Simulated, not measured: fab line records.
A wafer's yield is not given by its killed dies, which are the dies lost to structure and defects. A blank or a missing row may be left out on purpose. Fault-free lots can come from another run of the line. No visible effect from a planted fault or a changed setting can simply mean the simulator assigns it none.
Matching of chambers | flow gf180mcu | 3 sister chambers for GF_V5_CVD_02 on pecvd-01
The step deposits SiO2 from TEOS, target thk 1450 nm, time 163.28 s. 3 wafers are shown with their chamber, then 10 later ones without.

== WAFERS, EACH WITH ITS CHAMBER ==
wafer  | chamber | heater-power-w (W)
L086.3 | 0       | 638
L087.1 | 1       | 619
L087.3 | 2       | 772

== WAFERS MISSING THEIR CHAMBER ==
wafer  | heater-power-w (W)
L087.6 | 679
L091.1 | 640
L091.2 | 713
L091.3 | 882
L092.2 | 693
L092.3 | 752
L092.6 | 610
L097.3 | 611
L097.4 | 658
L097.6 | 723

== CHAMBER TAKEN BY EACH ==
wafer  | from the rows above          | in truth
L087.6 | can't be placed: 0 or 1 or 2 | 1
L091.1 | can't be placed: 0 or 1      | 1
L091.2 | can't be placed: 2 or 0 or 1 | 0
L091.3 | 2                            | 2
L092.2 | can't be placed: 0 or 1 or 2 | 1
L092.3 | can't be placed: 2 or 0      | 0
L092.6 | can't be placed: 1 or 0      | 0
L097.3 | can't be placed: 1 or 0      | 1
L097.4 | can't be placed: 0 or 1 or 2 | 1
L097.6 | can't be placed: 2 or 0 or 1 | 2
1 of 10 placed correctly. From these rows, 9 cannot be placed; in 9 the true chamber is one of the candidates. Number placed wrongly: 0.
How it was worked out, from the rows above alone: a wafer's distance from a chamber is the root of the sum, over the readings, of the square of ((its reading less the chamber's mean) divided by the reading's scatter). If the next closest chamber is less than 2 further off than the closest, the wafer can't be placed; otherwise it belongs to the closest. A chamber's mean is the mean of its shown wafers. The scatter (one wafer shown for each chamber): square how far every hidden wafer sits from the nearest shown wafer, average those squares and take the square root.
